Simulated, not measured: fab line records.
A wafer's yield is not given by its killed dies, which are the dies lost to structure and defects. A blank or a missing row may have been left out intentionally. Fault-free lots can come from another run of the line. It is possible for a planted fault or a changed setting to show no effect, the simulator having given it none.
A lot that was struck, set against a sound lot :: flow sfq line :: 14 out of 325 route steps
Sound: the wafers L298.4, L298.5, L298.6. Wafers L293.1, L293.2, L293.5 were the ones struck. The cause is given at the end.
Order at every step that has rows: each side's tool, ch and its chambers, its first start. Under that, the readings that differ: sound wafers :: struck wafers :: difference of the means :: sigmas: that difference in standard deviations of wafers without a fault.
alike: readings whose means differ by less than 2 such deviations, and words and numbers that are the same on both sides. not compared: withheld readings, readings that some wafer has no value for, bounds like >300 that may hide the same value, and numbers for which the record gives no deviation and whose values overlap.
The two part at a step that has a row with sigmas, a row that says differs or no value, or rows on one side only. Numbers that don't overlap but have no deviation are shown without sigmas and don't part them. A reading that every wafer of one side lacks parts them only if that side has two wafers or more.

SFQ_TRILAYER_M3_BARC_OPEN_METAL_ETCH_100: etches BARC in O2, target depth 125 nm, time 41.7 s.
  sound on rie metal-02 ch 0,1, day 49 09:52; struck on rie metal-03 ch 0,1, day 48 16:53
  alike: drypump motor current A, oes product au
  not compared: rf hours counter h
SFQ_TRILAYER_M3_ETCH_METAL_ETCH_078: etches Nb in Cl2/Ar, stops on SiO2, target depth 240 nm, time 120 s.
  sound on rie metal-02 ch 0,1, day 49 09:58; struck on rie metal-03 ch 0,1, day 48 16:56
  alike: drypump motor current A, oes product au
  not compared: rf hours counter h
SFQ_TRILAYER_M3_STRIP_STRIP_079: strips in O2.
  sound on rie metal-02 ch 0,1, day 49 10:14; struck on rie metal-03 ch 0,1, day 48 17:04
  alike: drypump motor current A, oes product au
  not compared: rf hours counter h
then, 2 steps without rows for these wafers: SFQ_TRILAYER_M3_STRIP_SOLV_CLEAN_080 (cleans in NMP, time 600 s); SFQ_TRILAYER_I3_DEP_PECVD_081 (deposits SiO2 from SiH4/N2O, time 111.11 s, target thk 500 nm).
SFQ_TRILAYER_I3_CMP_CMP_082: polishes SiO2.
  sound on cmp-02 ch 2,3, day 49 18:47; struck on cmp-02 ch 0,1,2, day 48 22:17
  alike: motor current A, platen rpm, time to endpoint s
SFQ_I3_BOW_MEAS_922:
  sound on film metro-04, day 49 21:50; struck on film metro-01, day 49 00:47
  alike: I3_BOW
SFQ_TRILAYER_I3_METRO_MEASURE_083:
  sound on film metro-04, day 49 22:30; struck on film metro-01, day 49 00:54
  alike: thk nm
then, 4 steps without rows for these wafers: SFQ_TRILAYER_I3_VIA_LITHO_COAT_090 (resist thk 62 nm); SFQ_TRILAYER_I3_VIA_LITHO_COAT_085 (resist thk 650 nm); SFQ_TRILAYER_I3_VIA_LITHO_SOFTBAKE_089; SFQ_TRILAYER_I3_VIA_LITHO_EXPOSE_086 (exposes mask I3, target cd 500 nm).
-- the record jumps here: 5 days lie between the struck wafers' starts before and after --
SFQ_TRILAYER_I3_VIA_LITHO_PEB_088: peb time 60 s.
  sound on litho track-04 ch 0, day 55 00:46; struck on litho track-04, day 54 04:17
  no value came back on the struck wafers for chill plate temp C (C), exhaust pa (Pa), heater power total W (W); on the sound wafers chill plate temp C (C) reads 22.95 22.89 23.08
then, 1 step without rows for these wafers: SFQ_TRILAYER_I3_VIA_LITHO_DEVELOP_087 (time 60 s).

== WHERE THEY PART ==
SFQ_TRILAYER_I3_VIA_LITHO_PEB_088 only, going by this record.

WHY: what had been put in by the simulator
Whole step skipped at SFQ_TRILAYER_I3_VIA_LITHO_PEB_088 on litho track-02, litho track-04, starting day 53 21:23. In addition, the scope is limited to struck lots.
